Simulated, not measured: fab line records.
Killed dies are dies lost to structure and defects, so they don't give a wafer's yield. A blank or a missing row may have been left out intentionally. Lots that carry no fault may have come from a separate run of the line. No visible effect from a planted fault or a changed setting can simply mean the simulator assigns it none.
Which tool did it? ; flow gf180mcu ; 24 lots, 72 wafers sampled, at 5 steps of a route of 602

WHAT THE GAUGES SHOWED, per wafer
GF_V3_OVL_MEAS_15. Usual: for V3_OVL the level is 4 nm and the standard deviation is 4.5.
lot;measured;on;V3_OVL (nm);flag
L074;day 22 07:32;overlay-02;4 13 11;
L075;day 23 02:09;overlay-02;8 13 2;
L076;day 23 09:02;overlay-01;5 4 -1;
L077;day 23 17:09;overlay-01;11 3 3;
L078;day 23 21:21;overlay-02;2 13 12;
L079;day 24 04:12;overlay-02;1 -6 -1;
L080;day 25 00:51;overlay-01;1 12 1;
L081;day 25 05:23;overlay-01;7 3 5;
L082;day 25 06:16;overlay-01;9 5 1;
L083;day 25 14:28;overlay-02;4 7 5;
L084;day 26 05:36;overlay-01;-2 -5 0;
L085;day 26 07:12;overlay-01;2 3 3;
L086;day 26 15:29;overlay-02;4 1 4;
L087;day 26 23:11;overlay-01;4 -3 7;
L088;day 27 07:12;overlay-02;1 -5 -1;
L089;day 27 14:37;overlay-01;10 7 5;
L090;day 27 22:18;overlay-01;5 -1 9;
L091;day 28 02:55;overlay-02;13 9 13;
L092;day 28 13:42;overlay-01;1 3 1;
L093;day 28 14:29;overlay-02;8 5 1;
L094;day 28 20:53;overlay-02;10 5 13;
L095;day 29 06:12;overlay-01;-1 1 -4;
L096;day 29 16:40;overlay-02;-2 0 6;
L097;day 29 16:45;overlay-01;6 3 2;

GF_V4_CD_MEAS_14: target cd 260 nm. Usual: cdNm at 260.4 nm, with a standard deviation of 1.3.
lot;measured;on;cdNm (nm);flag
L074;day 24 07:48;cdSem-01;260.2 260.7 259.1;
L075;day 25 02:20;cdSem-02;262.4 262.1 261.7;
L076;day 25 08:20;cdSem-01;262.2 261.2 261.6;
L077;day 25 15:20;cdSem-01;263.2 262.0 260.5;
L078;day 25 19:20;cdSem-02;257.5 258.0 257.4;
L079;day 26 01:14;cdSem-02;260.0 260.5 261.3;
L080;day 26 20:45;cdSem-02;260.3 259.1 259.4;
L081;day 27 01:31;cdSem-01;261.1 260.4 261.2;
L082;day 27 03:00;cdSem-01;260.4 258.8 260.1;
L083;day 27 11:00;cdSem-01;260.2 261.6 261.3;
L084;day 28 01:13;cdSem-01;259.0 259.9 259.0;
L085;day 28 02:30;cdSem-01;259.2 258.2 258.2;
L086;day 28 10:33;cdSem-01;257.9 259.2 258.1;
L087;day 28 18:28;cdSem-02;261.0 262.3 261.9;
L088;day 28 23:22;cdSem-02;261.8 262.3 262.6;
L089;day 29 11:38;cdSem-02;261.8 260.6 260.3;
L090;day 29 18:14;cdSem-01;261.9 261.5 262.0;
L091;day 29 20:52;cdSem-02;257.6 259.5 260.0;
L092;day 30 10:33;cdSem-02;260.5 259.8 260.0;
L093;day 30 10:46;cdSem-01;260.8 260.4 259.4;
L094;day 30 15:49;cdSem-02;259.1 258.8 260.5;
L095;day 30 21:56;cdSem-02;261.8 260.7 261.5;
L096;day 31 08:59;cdSem-02;259.7 259.5 259.5;
L097;day 31 07:47;cdSem-01;259.6 260.3 260.0;

GF_MIM_THK_MEAS_06. Usual: for MIM_CVD_05_THK the level is 42.2 nm and the standard deviation is 0.52.
lot;measured;on;MIM_CVD_05_THK (nm);flag
L074;day 24 09:35;filmMetro-03;42.1 43.2 42.8;
L075;day 25 04:06;filmMetro-03;42.1 42.6 42.2;
L076;day 25 10:05;filmMetro-03;42.2 42.7 42.3;
L077;day 25 17:09;filmMetro-03;43.1 43.3 42.9;
L078;day 25 21:10;filmMetro-02;41.6 42.3 42.8;
L079;day 26 03:05;filmMetro-03;42.0 42.1 42.1;
L080;day 26 22:44;filmMetro-04;42.3 42.4 42.8;
L081;day 27 03:17;filmMetro-04;42.3 42.1 42.9;
L082;day 27 04:46;filmMetro-03;41.3 42.8 42.0;
L083;day 27 12:46;filmMetro-03;41.6 42.5 42.5;
L084;day 28 02:58;filmMetro-02;41.3 41.4 41.9;
L085;day 28 04:28;filmMetro-03;41.1 41.6 42.6;
L086;day 28 18:22;filmMetro-03;41.6 42.9 42.8;
L087;day 28 23:28;filmMetro-04;41.9 42.5 42.5;
L088;day 29 03:40;filmMetro-04;41.4 42.1 41.7;
L089;day 29 13:24;filmMetro-03;41.0 41.9 42.6;
L090;day 29 20:08;filmMetro-03;42.0 42.2 42.4;
L091;day 29 22:38;filmMetro-04;42.0 42.2 42.7;
L092;day 30 12:38;filmMetro-04;42.6 42.2 43.1;
L093;day 30 12:56;filmMetro-03;42.3 41.5 42.6;
L094;day 30 17:35;filmMetro-04;41.9 41.9 42.7;
L095;day 30 23:42;filmMetro-04;41.7 41.7 42.5;
L096;day 31 10:45;filmMetro-03;42.1 41.7 42.9;
L097;day 31 09:32;filmMetro-03;41.6 41.7 41.7;

GF_M5_OVL_MEAS_08. Usual: for M5_OVL the level is 1 nm and the standard deviation is 5.7.
lot;measured;on;M5_OVL (nm);flag
L074;day 26 04:18;overlay-02;12 6 4;
L075;day 26 21:39;overlay-01;-1 -2 0;
L076;day 27 04:55;overlay-01;1 7 1;
L077;day 27 10:58;overlay-02;-6 0 -8;
L078;day 27 14:58;overlay-02;-3 -2 -6;
L079;day 27 21:03;overlay-01;12 2 2;
L080;day 28 14:50;overlay-01;-8 1 -6;
L081;day 28 18:17;overlay-01;3 -2 -3;
L082;day 28 19:27;overlay-01;0 3 -4;
L083;day 29 01:39;overlay-02;3 2 -1;
L084;day 29 16:37;overlay-01;-1 0 -4;
L085;day 29 17:04;overlay-02;-1 -7 -2;
L086;day 30 06:20;overlay-01;-6 -4 -5;
L087;day 30 13:05;overlay-01;4 6 1;
L088;day 30 17:53;overlay-01;12 4 11;
L089;day 31 02:37;overlay-02;3 7 5;
L090;day 31 08:45;overlay-01;7 8 8;
L091;day 31 11:52;overlay-02;-7 -3 3;
L092;day 32 00:57;overlay-02;-3 -3 -3;
L093;day 32 01:17;overlay-01;-1 -6 0;
L094;day 32 04:58;overlay-02;-1 -9 -4;
L095;day 32 10:19;overlay-01;11 9 6;
L096;day 32 21:24;overlay-01;-4 -3 -1;
L097;day 32 19:22;overlay-01;17 3 5;

WHAT TOOL EACH LOT RAN ON (gives the tool, then ch and the chambers of the sampled wafers, and finally the start)
lot;GF_V4_ETCH_16
L074;rieDiel-04 ch 0,1,3, day 24 07:58
L075;rieDiel-02 ch 2,3, day 25 02:29
L076;rieDiel-04 ch 0,1,2, day 25 08:28
L077;rieDiel-04 ch 0,2,3, day 25 15:28
L078;rieDiel-01 ch 2,3, day 25 19:29
L079;rieDiel-04 ch 1,2,3, day 26 01:23
L080;rieDiel-04 ch 0,2,3, day 26 20:55
L081;rieDiel-02 ch 1,2,3, day 27 01:40
L082;rieDiel-02 ch 1,2, day 27 03:10
L083;rieDiel-01 ch 1,3, day 27 11:10
L084;rieDiel-01 ch 0,2, day 28 01:21
L085;rieDiel-02 ch 0,2,3, day 28 02:40
L086;rieDiel-04 ch 1,2, day 28 10:43
L087;rieDiel-02 ch 0,1,3, day 28 18:37
L088;rieDiel-01 ch 0,1,3, day 28 23:30
L089;rieDiel-02 ch 0,1, day 29 11:47
L090;rieDiel-02 ch 2,3, day 29 18:23
L091;rieDiel-02 ch 0,1,2, day 29 21:01
L092;rieDiel-02 ch 1,2,3, day 30 10:43
L093;rieDiel-04 ch 0,1,2, day 30 10:55
L094;rieDiel-04 ch 1,2, day 30 15:58
L095;rieDiel-02 ch 0,2,3, day 30 22:05
L096;rieDiel-01 ch 1,3, day 31 09:08
L097;rieDiel-02 ch 0,2,3, day 31 07:55
- GF_V4_ETCH_16: etches BARC in N2/H2.

AS READ BY THE TOOLS THEMSELVES (means over the sampled wafers that have a number; for cases with no such wafer, the mark the record gives instead)
GF_V4_ETCH_16. Usual: drypumpMotorCurrentA 5.8 A, standard deviation 0.38; oesProductAu 0.855 a.u., standard deviation 0.0047; throttleValvePct 13.226 %, standard deviation 0.0089.
lot;tool;drypumpMotorCurrentA (A);oesProductAu (a.u.);throttleValvePct (%);flag
L074;rieDiel-04;6.1;0.851;13.225;
L075;rieDiel-02;5.9;0.854;13.217;
L076;rieDiel-04;6.0;0.852;13.225;
L077;rieDiel-04;6.3;0.857;13.209;
L078;rieDiel-01;5.6;0.857;13.231;
L079;rieDiel-04;6.2;0.859;13.230;
L080;rieDiel-04;6.2;0.853;13.219;
L081;rieDiel-02;5.5;0.850;13.222;
L082;rieDiel-02;5.2;0.855;13.233;
L083;rieDiel-01;5.7;0.862;13.232;
L084;rieDiel-01;5.4;0.854;13.226;
L085;rieDiel-02;5.8;0.859;13.223;
L086;rieDiel-04;6.1;0.856;13.225;
L087;rieDiel-02;5.6;0.856;13.229;
L088;rieDiel-01;5.6;0.857;13.225;
L089;rieDiel-02;5.5;0.855;13.230;
L090;rieDiel-02;5.8;0.850;13.219;
L091;rieDiel-02;5.5;0.857;13.224;
L092;rieDiel-02;5.5;0.854;13.229;
L093;rieDiel-04;6.0;0.855;13.233;
L094;rieDiel-04;6.0;0.855;13.220;
L095;rieDiel-02;5.8;0.858;13.222;
L096;rieDiel-01;5.7;0.855;13.219;
L097;rieDiel-02;5.8;0.855;13.225;

THE ANSWER, worked out from the rows above alone
Rule: take the mean of a lot's wafers that have a number; if it is more than 3 standard deviations from the usual mean, the lot is off. Also off: a lot with no number at a reading for which 4 or more lots have one. Where the step has rows for the other lots, those lots are counted as sound. Order of review: gauges by route order, followed by the tools' own readings, for which a lot's mean as printed above is used. At the first step where some lot is off, the reading lying furthest off is the one used; lots without a number count as furthest.
Across all readings shown, no lot is off: no conclusion can be drawn from this.

WHAT THE SIMULATOR PUT IN
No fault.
